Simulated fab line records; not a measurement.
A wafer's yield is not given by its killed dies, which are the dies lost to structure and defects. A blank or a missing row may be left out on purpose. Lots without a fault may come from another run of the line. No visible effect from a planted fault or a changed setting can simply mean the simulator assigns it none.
Which tool did it? :: flow gf180mcu :: Sampling: 11 lots, 33 wafers, 3 of 602 route steps

## WHAT EACH GAUGE READ, for each wafer
GF_TOP_METAL_RS_MEAS_05: measurement is done with a four-point probe.
lot: L457
measured: day 27 14:58
on: filmMetro-04
TOP_METAL_ALCU_RS (ohm/sq): 0.0327 0.0326 0.0326

lot: L458
measured: day 27 17:50
on: filmMetro-04
TOP_METAL_ALCU_RS (ohm/sq): 0.0326 0.0326 0.0333

lot: L460
measured: day 28 15:51
on: filmMetro-03
TOP_METAL_ALCU_RS (ohm/sq): 0.0332 0.0331 0.0330

lot: L466
measured: day 30 01:38
on: filmMetro-03
TOP_METAL_ALCU_RS (ohm/sq): 0.0662 0.0641 0.0635

lot: L468
measured: day 30 17:08
on: filmMetro-02
TOP_METAL_ALCU_RS (ohm/sq): 0.0623 0.0634 0.0648

lot: L469
measured: day 30 23:22
on: filmMetro-02
TOP_METAL_ALCU_RS (ohm/sq): 0.0333 0.0327 0.0328

lot: L470
measured: day 31 06:31
on: filmMetro-03
TOP_METAL_ALCU_RS (ohm/sq): 0.0330 0.0330 0.0327

lot: L475
measured: day 32 15:11
on: filmMetro-03
TOP_METAL_ALCU_RS (ohm/sq): 0.0324 0.0323 0.0323

lot: L478
measured: day 33 09:44
on: filmMetro-03
TOP_METAL_ALCU_RS (ohm/sq): 0.0331 0.0329 0.0328

lot: L479
measured: day 33 10:01
on: filmMetro-04
TOP_METAL_ALCU_RS (ohm/sq): 0.0328 0.0331 0.0327

lot: L480
measured: day 33 15:07
on: filmMetro-04
TOP_METAL_ALCU_RS (ohm/sq): 0.0333 0.0328 0.0331

## TOOL THAT RAN EACH LOT (tool first, then ch and the chambers of the sampled wafers, then the start)
lot: L457
GF_MIM_SPUTTER_03: pvdSputter-03, day 24 21:50
GF_TOP_METAL_SPUTTER_02: pvdSputter-04, day 27 14:51

lot: L458
GF_MIM_SPUTTER_03: pvdSputter-01, day 25 00:13
GF_TOP_METAL_SPUTTER_02: pvdSputter-02, day 27 17:45

lot: L460
GF_MIM_SPUTTER_03: pvdSputter-04, day 25 21:46
GF_TOP_METAL_SPUTTER_02: pvdSputter-02, day 28 15:44

lot: L466
GF_MIM_SPUTTER_03: pvdSputter-04, day 27 11:35
GF_TOP_METAL_SPUTTER_02: pvdSputter-04, day 30 01:33

lot: L468
GF_MIM_SPUTTER_03: pvdSputter-04, day 28 04:49
GF_TOP_METAL_SPUTTER_02: pvdSputter-04, day 30 17:03

lot: L469
GF_MIM_SPUTTER_03: pvdSputter-01, day 28 10:01
GF_TOP_METAL_SPUTTER_02: pvdSputter-01, day 30 23:16

lot: L470
GF_MIM_SPUTTER_03: pvdSputter-01, day 28 18:00
GF_TOP_METAL_SPUTTER_02: pvdSputter-02, day 31 06:25

lot: L475
GF_MIM_SPUTTER_03: pvdSputter-04, day 30 07:35
GF_TOP_METAL_SPUTTER_02: pvdSputter-02, day 32 15:06

lot: L478
GF_MIM_SPUTTER_03: pvdSputter-01, day 31 03:20
GF_TOP_METAL_SPUTTER_02: pvdSputter-04, day 33 09:37

lot: L479
GF_MIM_SPUTTER_03: pvdSputter-04, day 31 04:26
GF_TOP_METAL_SPUTTER_02: pvdSputter-02, day 33 09:55

lot: L480
GF_MIM_SPUTTER_03: pvdSputter-04, day 31 09:40
GF_TOP_METAL_SPUTTER_02: pvdSputter-02, day 33 15:00
- GF_MIM_SPUTTER_03: material Ti, target thk 10 nm, time 6.7 s.
- GF_TOP_METAL_SPUTTER_02: material AlCu, target thk 900 nm, time 47.82 s.

## THE ANSWER, worked out from the rows above alone
Rule: what is usual is taken from the lots themselves. The widest of any qualifying gaps counts: lots, ordered by their means at a reading, are off when they make up no more than a third of the lots, leave a main group of 4 or more, and stand apart from it by 3 or more times the standard deviation of that group's means. A main group is skipped when, at the precision printed for the reading in the tables above, its means are all equal. A lot without any number at a reading at which 4 lots or more have one is off too. Where the step has rows for the other lots, those lots are counted as sound.
Off: L466, L468, at GF_TOP_METAL_RS_MEAS_05 (TOP_METAL_ALCU_RS). The main group has a mean of 0.0328 ohm/sq with a standard deviation of 0.00022.
If a tool, at a process step before that reading, ran all the lots that are off and no sound lot after the first of them, it fits. The gauges at GF_TOP_METAL_RS_MEAS_05 are tried like those tools. None of those tried fits.

## WHAT THE SIMULATOR HAD INSERTED
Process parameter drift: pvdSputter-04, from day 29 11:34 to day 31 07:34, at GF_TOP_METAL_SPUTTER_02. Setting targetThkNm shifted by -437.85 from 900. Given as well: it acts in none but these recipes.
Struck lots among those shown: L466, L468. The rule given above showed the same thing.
